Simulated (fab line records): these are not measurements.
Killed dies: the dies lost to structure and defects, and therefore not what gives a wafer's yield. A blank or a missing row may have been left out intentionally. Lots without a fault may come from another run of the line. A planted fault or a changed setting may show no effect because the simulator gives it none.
Comparing a struck lot with a sound one	flow sfq_line	14 out of 325 route steps
Sound: wafers L600.2, L600.3, L600.5. Struck: wafers L616.3, L616.4, L616.5. At the end, the cause is stated.
For every step that has rows: the tool of each side, followed by ch and its chambers, followed by its first start. Under that, the readings that differ: sound wafers	struck wafers	difference of the means	sigmas: that difference in standard deviations of wafers without a fault.
alike: a reading whose means differ by less than 2 such deviations, as well as words and numbers matching on both sides. not compared: withheld readings; readings where some wafer has no value; bounds like >300 that might hide an equal value; numbers whose values overlap and for which the record gives no deviation.
Wherever a step has rows on one side only, a row that says differs or no value, or a row with sigmas, the two part there. Numbers that have no deviation but don't overlap get no sigmas and don't part them. Lack of a reading on every wafer of one side parts them only where that side has two or more wafers.

SFQ_TRILAYER_I5_BARC_OPEN_VIA_ETCH_200: etches BARC in O2, target depth 125 nm, time 41.7 s.
  sound on rie_diel-04 ch 1,3, day 62 21:10; struck on rie_diel-02 ch 0,2,3, day 68 18:03
  alike: bias_w, drypump_motor_current_A, oes_product_au
  not compared: rf_hours_counter_h
SFQ_TRILAYER_I5_ETCH_VIA_ETCH_147: etches the open film in CHF3, stops on Nb, target depth 360 nm.
  sound on rie_diel-04 ch 1,3, day 62 21:12; struck on rie_diel-02 ch 0,2,3, day 68 18:05
  alike: bias_w, drypump_motor_current_A, oes_product_au
SFQ_TRILAYER_I5_STRIP_STRIP_148: strips in O2.
  sound on rie_metal-03 ch 1, day 62 21:21; struck on rie_metal-01 ch 0,1, day 68 18:26
  alike: drypump_motor_current_A, oes_product_au
  not compared: rf_hours_counter_h
then, 7 steps without rows for these wafers: SFQ_TRILAYER_I5_STRIP_SOLV_CLEAN_149 (cleans in NMP, time 600 s); SFQ_TRILAYER_C5_LITHO_COAT_156 (resist thk 62 nm); SFQ_TRILAYER_C5_LITHO_COAT_151 (resist thk 650 nm); SFQ_TRILAYER_C5_LITHO_SOFTBAKE_155; SFQ_TRILAYER_C5_LITHO_EXPOSE_152 (exposes mask C5, target cd 500 nm); SFQ_TRILAYER_C5_LITHO_PEB_154 (peb time 60 s); SFQ_TRILAYER_C5_LITHO_DEVELOP_153 (time 60 s).
-- the record jumps here: 5 days lie between the struck wafers' starts before and after --
SFQ_C5_OVL_MEAS_937:
  struck on overlay-01, day 73 06:54; sound on overlay-02, day 67 20:11
  alike: C5_OVL
SFQ_TRILAYER_C5_BARC_OPEN_VIA_ETCH_210: etches BARC in O2, target depth 125 nm, time 41.7 s.
  sound on rie_diel-02 ch 1,2, day 67 20:13; struck on rie_diel-04 ch 0,1,2, day 73 06:55
  alike: bias_w, drypump_motor_current_A, oes_product_au
  not compared: rf_hours_counter_h
SFQ_TRILAYER_C5_ETCH_VIA_ETCH_154: etches SiO2 in CHF3, stops on Nb, target depth 84 nm.
  sound on rie_diel-02 ch 1,2, day 67 20:16; struck on rie_diel-04 ch 0,1,2, day 73 06:58
reading	sound	struck	difference	sigmas
bias_w (W)	80.20 79.78 80.09	61.24 61.10 61.42	-18.77	-78
  alike: drypump_motor_current_A, oes_product_au
SFQ_TRILAYER_C5_STRIP_STRIP_155: strips in O2.
  sound on rie_metal-02 ch 0,1, day 67 20:19; struck on rie_metal-04 ch 0,1, day 73 07:13
  alike: drypump_motor_current_A, oes_product_au
  not compared: rf_hours_counter_h

WHERE THEY PART
Only at SFQ_TRILAYER_C5_ETCH_VIA_ETCH_154, as far as this record shows. Later steps at which nothing parts them and some readings are alike: SFQ_TRILAYER_C5_STRIP_STRIP_155.

WHY: the cause the simulator had injected
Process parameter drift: rie_diel-04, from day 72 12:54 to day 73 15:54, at SFQ_TRILAYER_C5_ETCH_VIA_ETCH_154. From 80, the setting bias_w moved by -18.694. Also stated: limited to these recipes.
